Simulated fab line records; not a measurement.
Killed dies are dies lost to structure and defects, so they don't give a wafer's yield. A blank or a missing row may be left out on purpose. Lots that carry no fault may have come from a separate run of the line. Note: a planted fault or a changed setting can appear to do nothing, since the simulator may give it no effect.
Comparing a struck lot with a sound one || flow sky130 || 18 out of 708 route steps
Sound: these wafers, L752.4, L752.5, L752.6. Struck: wafer L750.4. (L750.1 of the same lot was not struck and is left out.) The cause comes at the end.
Per side, at each step with rows, come the tool, then ch with its chambers, and then its first start. Under that, the readings that differ: sound wafers || struck wafers || difference of the means || sigmas: that difference in standard deviations of wafers without a fault.
alike: readings whose means differ by less than 2 such deviations, and words and numbers that are the same on both sides. not compared: withheld readings, readings that some wafer has no value for, bounds like >300 that may hide the same value, and numbers for which the record gives no deviation and whose values overlap.
The two part at a step that has a row with sigmas, a row that says differs or no value, or rows on one side only. Numbers that have no deviation but don't overlap get no sigmas and don't part them. A reading missing from all wafers of one side parts the sides only when that side holds two or more wafers.

first, 2 steps without rows for these wafers: SKY_CONTACT_PEB_12; SKY_CONTACT_DEVELOP_13 (develop time 60 s).
SKY_CONTACT_CD_MEAS_14: the cd target is 170 nm.
  sound: cd_sem-01 at day 36 14:56; struck: cd_sem-01 at day 36 07:25
  alike: cd_nm
SKY_CONTACT_OVL_MEAS_15:
  sound: overlay-01 at day 36 15:01; struck: overlay-02 at day 36 07:32
  alike: CONTACT_OVL
SKY_CONTACT_ETCH_16: etches BARC in N2/H2, stops on SiO2, time 45.9 s, target depth 60 nm.
  sound on rie_diel-01 ch 0,1,2, day 36 15:02; struck on rie_diel-02 ch 3, day 36 07:34
{"reading": "drypump_motor_current_A (A)", "sound": "6.4 5.5 6.2", "struck": 5.1, "difference": -0.9, "sigmas": -2}
  alike: chamber_pressure_mTorr, oes_product_au, throttle_valve_pct
  not compared: rf_hours_counter_h
SKY_CONTACT_ETCH_17: etches SiO2 in C4F8/O2/Ar, stops on Si3N4, target depth 340 nm.
  sound on rie_diel-01 ch 0,1,2, day 36 15:05; struck on rie_diel-02 ch 3, day 36 07:37
  alike: chamber_pressure_mTorr, oes_product_au
SKY_CONTACT_ETCH_18: etches Si3N4 in CHF3/O2, stops on TiN, time 39 s, target depth 75 nm.
  sound on rie_diel-01 ch 0,1,2; struck on rie_diel-02 ch 3
{"reading": "drypump_motor_current_A (A)", "sound": "6.4 5.4 6.2", "struck": 5.0, "difference": -1.0, "sigmas": -2}
{"reading": "oes_product_au (a.u.)", "sound": "0.869 0.876 0.872", "struck": 0.853, "difference": -0.019, "sigmas": -2}
  alike: chamber_pressure_mTorr, throttle_valve_pct
  not compared: rf_hours_counter_h
SKY_CONTACT_STRIP_19: strips in O2/N2.
  sound on plasma_asher-03 ch 0,1, day 36 15:12; struck on plasma_asher-02 ch 1, day 36 07:42
{"reading": "oes_product_au (a.u.)", "sound": "0.377 0.376 0.384", "struck": 0.390, "difference": "+0.011", "sigmas": "+2"}
  alike: chamber_pressure_mTorr, drypump_motor_current_A, strip_time_to_endpoint_s
  not compared: rf_hours_counter_h
then, 4 steps without rows for these wafers: SKY_CONTACT_STRIP_20 (strips in post etch residue remover, time 1200 s); SKY_CONTACT_CLEAN_21 (cleans in IPA, time 180 s); SKY_CONTACT_CLEAN_22 (cleans in O3/DIW); SKY_CONTACT_SPUTTER_23 (material TiN, target thk 20 nm, time 80 s).
SKY_CONTACT_CVD_24: deposits W, target thk 340 nm, time 102.12 s.
  sound on cvd_w-01 ch 0,1, day 36 15:52; struck on cvd_w-02 ch 0, day 36 08:21
{"reading": "model.W_of_CONTACT_CVD_24.thk_nm (nm)", "sound": "339 337 340.5", "struck": 455.7, "difference": "+116.9", "sigmas": ""}
  alike: heater_power_w
SKY_CONTACT_RS_MEAS_25: uses a four-point probe to measure.
  sound: film_metro-03 at day 36 16:00; struck: film_metro-02 at day 36 08:45
{"reading": "CONTACT_W_RS (ohm/sq)", "sound": "0.339 0.341 0.338", "struck": 0.251, "difference": -0.088, "sigmas": -19}
  not compared: hold
SKY_CONTACT_THK_MEAS_26: measures by xrf.
  sound: film_metro-03 at day 36 16:05; struck: film_metro-02 at day 36 14:32
{"reading": "CONTACT_W_THK (nm)", "sound": "342 341 345", "struck": 452, "difference": "+109", "sigmas": "+24"}
  not compared: hold
SKY_CONTACT_CMP_27: polishes, stops on SiO2, t overpolish 15 s, target thk 0 nm.
  sound on cmp-01 ch 0,3, day 36 16:10; struck on cmp-01 ch 0, day 36 18:09
{"reading": "hold", "sound": "- - -", "struck": "await_dispo/3.3h/release", "difference": "no value on the sound wafers", "sigmas": ""}
{"reading": "time_to_endpoint_s (s)", "sound": "81 80 82", "struck": 111, "difference": "+30", "sigmas": "+9"}
  alike: edge_zone_pressure_frac, motor_current_A
SKY_METAL1_SPUTTER_00: material Ti, target thk 15 nm, time 10 s.
  sound: pvd_sputter-03 at day 36 16:25; struck: pvd_sputter-03 at day 36 18:27
  alike: throttle_valve_pct
-- the record jumps here: 13 days lie between the struck wafers' starts before and after (it left off in module METAL1 and takes up again in module PAD_OPEN, whose first step shown is number 708 of the route) --
SKY_PAD_OPEN_PROBE_99:
  sound: prober-02 at day 49 12:11; struck: prober-02 at day 49 07:26
{"reading": "killed_at_M4_up", "sound": "6 5 4", "struck": 1, "difference": -4, "sigmas": -2}
  alike: killed_at_M0_to_M3, killed_at_contacts, killed_at_front_end, killed_at_other, killed_dies, killed_open, killed_short

## WHERE THEY PART
First at SKY_CONTACT_ETCH_16; last, within this record, at SKY_PAD_OPEN_PROBE_99.

WHY: the cause the simulator had injected
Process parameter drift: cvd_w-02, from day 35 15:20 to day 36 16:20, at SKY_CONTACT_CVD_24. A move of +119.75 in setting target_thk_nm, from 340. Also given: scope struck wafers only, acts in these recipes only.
